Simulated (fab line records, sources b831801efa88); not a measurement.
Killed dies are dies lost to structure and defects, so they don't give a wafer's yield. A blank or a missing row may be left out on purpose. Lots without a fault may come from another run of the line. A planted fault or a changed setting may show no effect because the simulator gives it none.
Chamber matching | flow sky130 | SKY_LI_CONTACT_CMP_24 on cmp-01: 4 sister chambers
The step polishes, stops on PSG, t overpolish 20 s, target thk 0 nm. 4 wafers are shown with their chamber, then 6 later ones without.

WAFERS WITH THEIR CHAMBER
wafer  | chamber | motor_current_A (A)
L172.1 | 0       | 11.8
L174.5 | 3       | 12.2
L176.1 | 1       | 14.0
L176.4 | 2       | 7.9

WAFERS WITHOUT THEIR CHAMBER
wafer  | motor_current_A (A)
L176.5 | 8.2
L183.2 | 13.3
L183.6 | 12.0
L184.1 | 8.0
L184.3 | 11.8
L184.5 | 13.6

WHICH CHAMBER EACH WENT THROUGH
wafer  | from the rows above     | in truth
L176.5 | 2                       | 2
L183.2 | can't be placed: 1 or 3 | 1
L183.6 | can't be placed: 0 or 3 | 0
L184.1 | 2                       | 2
L184.3 | can't be placed: 0 or 3 | 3
L184.5 | 1                       | 1
Placed correctly: 3 of 6. Can't be placed from these rows: 3 (the true chamber is among the candidates in 3). Placed wrongly: 0.
How it was worked out, from the rows above alone: a wafer's distance from a chamber is the root of the sum, over the readings, of the square of ((its reading less the chamber's mean) divided by the reading's scatter). The wafer belongs to the nearest chamber; if the next one is less than 2 further off, it can't be placed. A chamber's mean is the mean of its shown wafers. The scatter: with one shown wafer a chamber, the root of the mean of the squares of how far each hidden wafer lies from its nearest shown one.
